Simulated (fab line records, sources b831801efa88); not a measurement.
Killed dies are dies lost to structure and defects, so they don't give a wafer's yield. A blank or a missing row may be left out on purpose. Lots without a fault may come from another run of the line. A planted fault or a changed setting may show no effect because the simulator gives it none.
Which tool did it? | flow gf180mcu | 12 lots, 36 wafers sampled, at 6 steps of a route of 602

WHAT THE GAUGES READ, wafer by wafer
GF_POLY_GATE_CD_MEAS_10: target cd 280 nm. Usual: cd_nm 280.0 nm, standard deviation 1.3.
lot  | measured     | on        | cd_nm (nm)        | flag
L779 | day 9 05:10  | cd_sem-02 | 279.5 280.5 279.5 |
L781 | day 9 17:29  | cd_sem-01 | 282.3 281.6 281.2 |
L783 | day 10 10:02 | cd_sem-02 | 278.4 278.7 278.4 |
L784 | day 10 17:08 | cd_sem-01 | 281.6 279.6 281.2 |
L786 | day 11 08:16 | cd_sem-02 | 279.5 279.7 280.2 |
L787 | day 11 15:41 | cd_sem-02 | 281.9 280.9 282.3 |
L793 | day 13 12:28 | cd_sem-02 | 279.1 278.3 278.3 |
L795 | day 13 23:26 | cd_sem-01 | 278.1 278.1 278.5 |
L796 | day 14 08:22 | cd_sem-02 | 279.2 279.1 280.4 |
L800 | day 15 11:50 | cd_sem-01 | 282.0 282.4 281.2 |
L801 | day 15 20:13 | cd_sem-02 | 278.3 278.9 278.9 |
L802 | day 16 02:25 | cd_sem-02 | 279.1 279.6 279.3 |

GF_HV_LDD_OVL_MEAS_32. Usual: HV_LDD_02_OVL -1.0 nm, standard deviation 1.4.
lot  | measured     | on         | HV_LDD_02_OVL (nm) | flag
L779 | day 11 13:39 | overlay-02 | -0.3 0.7 -1.1      |
L781 | day 12 01:32 | overlay-01 | -1.9 -3.0 -2.4     |
L783 | day 12 21:45 | overlay-02 | 1.2 -0.8 -0.7      |
L784 | day 13 03:57 | overlay-02 | -2.1 -2.0 -3.2     |
L786 | day 13 20:14 | overlay-01 | -2.3 -3.0 -2.8     |
L787 | day 14 10:09 | overlay-01 | -0.4 -0.7 -1.8     |
L793 | day 16 07:59 | overlay-02 | -1.8 -0.5 -1.7     |
L795 | day 16 18:48 | overlay-02 | 0.2 1.1 -1.7       |
L796 | day 17 05:17 | overlay-02 | -3.1 -2.4 -2.8     |
L800 | day 18 11:45 | overlay-01 | -2.6 -2.1 -0.4     |
L801 | day 18 20:19 | overlay-01 | -1.8 -1.3 -0.5     |
L802 | day 19 01:42 | overlay-01 | -0.9 -0.8 -1.0     |

GF_HV_LDD_TW_MEAS_38. Usual: HV_LDD_3_TW 1429, standard deviation 11.
lot  | measured     | on            | HV_LDD_3_TW    | flag
L779 | day 11 14:24 | film_metro-02 | 1434 1425 1425 |
L781 | day 12 02:16 | film_metro-02 | 1425 1431 1425 |
L783 | day 12 22:29 | film_metro-03 | 1448 1449 1441 |
L784 | day 13 04:41 | film_metro-03 | 1444 1439 1439 |
L786 | day 13 20:59 | film_metro-03 | 1447 1447 1443 |
L787 | day 14 10:53 | film_metro-04 | 1426 1419 1425 |
L793 | day 16 08:43 | film_metro-04 | 1508 1500 1501 | OFF
L795 | day 16 19:32 | film_metro-04 | 1511 1499 1498 | OFF
L796 | day 17 06:02 | film_metro-04 | 1425 1434 1434 |
L800 | day 18 12:29 | film_metro-02 | 1416 1425 1422 |
L801 | day 18 21:04 | film_metro-02 | 1422 1418 1416 |
L802 | day 19 02:26 | film_metro-04 | 1431 1418 1437 |

GF_HV_LDD_RS_MEAS_53: measures by four-point-probe. Usual: HV_LDD_RS 418.7 ohm/sq, standard deviation 0.95.
lot  | measured     | on            | HV_LDD_RS (ohm/sq) | flag
L779 | day 12 09:31 | film_metro-03 | 418.4 418.2 417.8  |
L781 | day 12 21:43 | film_metro-03 | 417.9 418.6 418.9  |
L783 | day 13 19:25 | film_metro-03 | 422.1 421.4 419.7  |
L784 | day 14 01:16 | film_metro-04 | 419.2 418.0 419.0  |
L786 | day 14 17:52 | film_metro-04 | 419.7 419.4 418.7  |
L787 | day 15 07:47 | film_metro-04 | 419.5 420.1 420.4  |
L793 | day 17 08:16 | film_metro-04 | 406.0 406.4 406.1  | OFF
L795 | day 17 18:56 | film_metro-03 | 405.1 404.9 405.3  | OFF
L796 | day 18 06:10 | film_metro-03 | 419.2 418.7 418.6  |
L800 | day 19 12:20 | film_metro-03 | 419.0 418.5 417.7  |
L801 | day 19 21:30 | film_metro-04 | 420.5 420.6 420.7  |
L802 | day 20 02:10 | film_metro-02 | 418.4 419.9 419.6  |

WHICH TOOL RAN EACH LOT (tool, then ch and the chambers of the sampled wafers, then the start)
lot  | GF_HV_LDD_STRIP_10                   | GF_HV_LDD_IMPLANT_34
L779 | plasma_asher-02 ch 0,1, day 10 00:37 | implanter-03 ch 0, day 11 13:53
L781 | plasma_asher-04 ch 0,1, day 10 13:03 | implanter-01 ch 0, day 12 01:43
L783 | plasma_asher-02 ch 0,1, day 11 08:02 | implanter-01 ch 0, day 12 21:56
L784 | plasma_asher-04 ch 0,1, day 11 13:02 | implanter-02 ch 0, day 13 04:08
L786 | plasma_asher-04 ch 0,1, day 12 05:02 | implanter-01 ch 0, day 13 20:26
L787 | plasma_asher-04 ch 0, day 12 17:35   | implanter-01 ch 0, day 14 10:22
L793 | plasma_asher-04 ch 0,1, day 14 12:32 | implanter-01 ch 0, day 16 08:10
L795 | plasma_asher-04 ch 0,1, day 14 23:05 | implanter-01 ch 0, day 16 19:00
L796 | plasma_asher-03 ch 0,1, day 15 08:23 | implanter-03 ch 0, day 17 05:29
L800 | plasma_asher-04 ch 0,1, day 16 12:14 | implanter-02 ch 0, day 18 11:58
L801 | plasma_asher-03 ch 0,1, day 16 21:34 | implanter-03 ch 0, day 18 20:33
L802 | plasma_asher-04 ch 0,1, day 17 02:58 | implanter-02 ch 0, day 19 01:53
- GF_HV_LDD_STRIP_10: strips in O2/N2.
- GF_HV_LDD_IMPLANT_34

WHAT THE TOOLS THEMSELVES READ (means of the sampled wafers that have a number; where no wafer has one, the mark that the record gives instead)
GF_HV_LDD_STRIP_10. Usual: drypump_motor_current_A 5.9 A, standard deviation 0.52; heater_power_w 326 W, standard deviation 33; oes_product_au 0.716 a.u., standard deviation 0.0047; strip_time_to_endpoint_s 12.63 s, standard deviation 0.042.
lot  | tool            | drypump_motor_current_A (A) | heater_power_w (W) | oes_product_au (a.u.) | strip_time_to_endpoint_s (s) | flag
L779 | plasma_asher-02 | 5.8                         | 363                | 0.713                 | 12.61                        |
L781 | plasma_asher-04 | 5.5                         | 314                | 0.718                 | 12.64                        |
L783 | plasma_asher-02 | 5.7                         | 367                | 0.711                 | 12.54                        |
L784 | plasma_asher-04 | 5.4                         | 296                | 0.717                 | 12.62                        |
L786 | plasma_asher-04 | 5.5                         | 311                | 0.716                 | 12.67                        |
L787 | plasma_asher-04 | 5.6                         | 317                | 0.716                 | 12.66                        |
L793 | plasma_asher-04 | 5.3                         | 300                | 0.718                 | 12.59                        |
L795 | plasma_asher-04 | 5.3                         | 302                | 0.716                 | 12.62                        |
L796 | plasma_asher-03 | 6.6                         | 334                | 0.714                 | 12.63                        |
L800 | plasma_asher-04 | 5.3                         | 294                | 0.718                 | 12.63                        |
L801 | plasma_asher-03 | 6.6                         | 343                | 0.717                 | 12.59                        |
L802 | plasma_asher-04 | 5.3                         | 297                | 0.719                 | 12.63                        |

GF_HV_LDD_IMPLANT_34. Usual: beam_on_s 10.01 s, standard deviation 0.19; dose_ions_cm2 7.502e+12, standard deviation 8.6e+09; faraday_current_uA 42.2, standard deviation 0.81.
lot  | tool         | beam_on_s (s) | dose_ions_cm2 | faraday_current_uA | flag
L779 | implanter-03 | 10.23         | 7.512e+12     | 41.2               |
L781 | implanter-01 | 9.89          | 7.496e+12     | 42.7               |
L783 | implanter-01 | 10.07         | 7.497e+12     | 42.1               |
L784 | implanter-02 | 10.09         | 7.498e+12     | 41.9               |
L786 | implanter-01 | 10.13         | 7.513e+12     | 41.7               |
L787 | implanter-01 | 10.13         | 7.507e+12     | 41.8               |
L793 | implanter-01 | 9.97          | 1.259e+13     | 71.1               | OFF
L795 | implanter-01 | 10.10         | 1.257e+13     | 70.1               | OFF
L796 | implanter-03 | 9.92          | 7.496e+12     | 42.7               |
L800 | implanter-02 | 10.05         | 7.498e+12     | 42.2               |
L801 | implanter-03 | 9.80          | 7.500e+12     | 43.1               |
L802 | implanter-02 | 10.13         | 7.497e+12     | 41.8               |

THE ANSWER, worked out from the rows above alone
Rule: a lot is off if the mean of its wafers that have a number lies more than 3 standard deviations from the usual mean. A lot without any number at a reading at which 4 lots or more have one is off too. The other lots that the step has rows for count as sound. The gauges are gone through in route order, then the tools' own readings, and for those a lot's mean is taken as printed above. The first step at which some lot is off is used, and at that step the reading that is off furthest; a lot without a number counts as furthest.
Off: L793, L795, at GF_HV_LDD_TW_MEAS_38 (HV_LDD_3_TW).
A tool fits if, at a process step before that reading, it ran every lot that is off, and no sound lot after the first of them. The gauges at GF_HV_LDD_TW_MEAS_38 aren't tried: what is off there is off at GF_HV_LDD_IMPLANT_34 too, on other tools, and a gauge's error can't cause that. One fits: implanter-01 at GF_HV_LDD_IMPLANT_34. Its last sound lot is L787 (day 14 10:22), its first lot that is off L793 (day 16 08:10): a fault that began between those two fits.
The tool's own readings at GF_HV_LDD_IMPLANT_34 bear it out: on the lots that are off they differ by more than 5 times the standard deviation of the sound lots' means. dose_ions_cm2 reads 1.258e+13 there against 7.501e+12 on the sound lots; faraday_current_uA reads 70.6 there against 42.1 on the sound lots.

WHAT THE SIMULATOR HAD PUT IN
Process parameter drift: implanter-01, from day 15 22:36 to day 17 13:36, at GF_HV_LDD_IMPLANT_34. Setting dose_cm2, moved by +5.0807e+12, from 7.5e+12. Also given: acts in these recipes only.
Lots struck among those shown: L793, L795. The rule above found the same.
